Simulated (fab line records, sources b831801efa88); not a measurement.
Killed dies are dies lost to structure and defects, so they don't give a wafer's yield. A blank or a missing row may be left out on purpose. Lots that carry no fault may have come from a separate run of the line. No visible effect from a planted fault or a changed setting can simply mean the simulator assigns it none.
One fault through the eyes of 2 desks	flow gf180mcu	what lay behind the numbers comes last; until then each desk has only its own

THE TOOL OWNER'S DESK: implanter-02
The tool's own readings at GF_MVPSD_IMPLANT_08: means of the sampled wafers that have a number, for each lot that ran on this tool. If a lot's mean is further than 4 standard deviations from the usual mean, the lot is out of limits and carries the mark OUT (the distance appears in the brackets).
Columns: A = beamOnS at GF_MVPSD_IMPLANT_08, usual 9.97 s; B = doseIonsCm2 at GF_MVPSD_IMPLANT_08, usual 1.4998e+13; C = faradayCurrentUA at GF_MVPSD_IMPLANT_08, usual 84.9
lot	first seen here	A	B	C
L530	day 5 23:49	10.00	1.5002e+13	84.7
L533	day 6 17:22	9.99	1.4995e+13	84.6
L534	day 7 00:08	9.84	1.4976e+13	85.9
L538	day 8 00:37	10.09	1.5000e+13	83.9
L539	day 8 03:50	9.97	1.5006e+13	84.8
L541	day 8 21:59	10.01	1.5010e+13	84.6
L543	day 9 09:50	9.98	1.7325e+13 (+99 or more) OUT	97.9 (+8.1) OUT
L545	day 9 18:07	9.85	1.7320e+13 (+99 or more) OUT	99.4 (+9.1) OUT
L546	day 10 01:17	9.98	1.7330e+13 (+99 or more) OUT	98.0 (+8.2) OUT
This desk's verdict: out of limits on L543, L545, L546, starting with L543 at day 9 09:50 (doseIonsCm2 at GF_MVPSD_IMPLANT_08). In limits: L530, L533, L534, L538, L539, L541.

METROLOGY DESK
Means of the sampled wafers that have a number, per lot and without regard to the tool the lot ran on: this is what the gauges read. If a lot's mean is further than 4 standard deviations from the usual mean, the lot is out of limits and carries the mark OUT (the distance appears in the brackets).
Columns: A = STI_CVD_23_THK at GF_STI_THK_MEAS_24, usual 647 nm; B = MVPSD_TW at GF_MVPSD_TW_MEAS_11, usual 552; C = MVPSD_RS at GF_VT_IMPLANT_RS_MEAS_49, usual 1171 ohm/sq; D = cdNm at GF_POLY_GATE_CD_MEAS_18, usual 280.4 nm; E = HV_LDD_02_OVL at GF_HV_LDD_OVL_MEAS_32, usual 0.1 nm
lot	first seen here	A	B	C	D	E
L530	day 2 23:34	642	556	1168	281.5	-0.5
L533	day 3 15:05	651	547	1172	280.0	1.8
L534	day 3 20:25	648	551	1170	279.8	0.8
L535	day 4 02:08	653	551	1171	279.6	-1.6
L538	day 4 17:52	652	550	1176	281.1	-0.5
L539	day 4 22:01	638	555	1171	282.1	-0.6
L541	day 5 11:47	646	551	1172	282.3	0.8
L543	day 5 21:58	653	580 (+6.7) OUT	1086 (-26) OUT	278.6	0.7
L545	day 6 05:55	651	580 (+6.6) OUT	1086 (-26) OUT	282.6	1.6
L546	day 6 12:47	654	574 (+5.2) OUT	1088 (-25) OUT	279.6	-0.1
L547	day 6 18:23	635	546	1170	282.3	-1.7
L548	day 6 23:38	639	553	1174	278.8	1.4
L549	day 7 02:40	640	551	1173	278.3	-0.9
This desk finds L543, L545, L546 out of limits, with the earliest case on L543 at day 9 10:14 (MVPSD_TW at GF_MVPSD_TW_MEAS_11). In limits: L530, L533, L534, L535, L538, L539, L541, L547, L548, L549.

ALL TOGETHER
The tool owner's desk could have raised an alarm at day 9 09:50, on L543, L545, L546.
The metrology desk could have raised an alarm at day 9 10:14, on L543, L545, L546.
On implanter-02, each named lot ran GF_MVPSD_IMPLANT_08.

WHAT HAD BEEN PUT IN BY THE SIMULATOR
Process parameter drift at GF_MVPSD_IMPLANT_08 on implanter-02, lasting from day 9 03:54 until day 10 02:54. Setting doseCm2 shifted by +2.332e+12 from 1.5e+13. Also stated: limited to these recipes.
Shown lots that were struck: L543, L545, L546.
Hours from the fault's start to each desk's first reading out of limits: the tool owner's desk, 6; the metrology desk, 6.
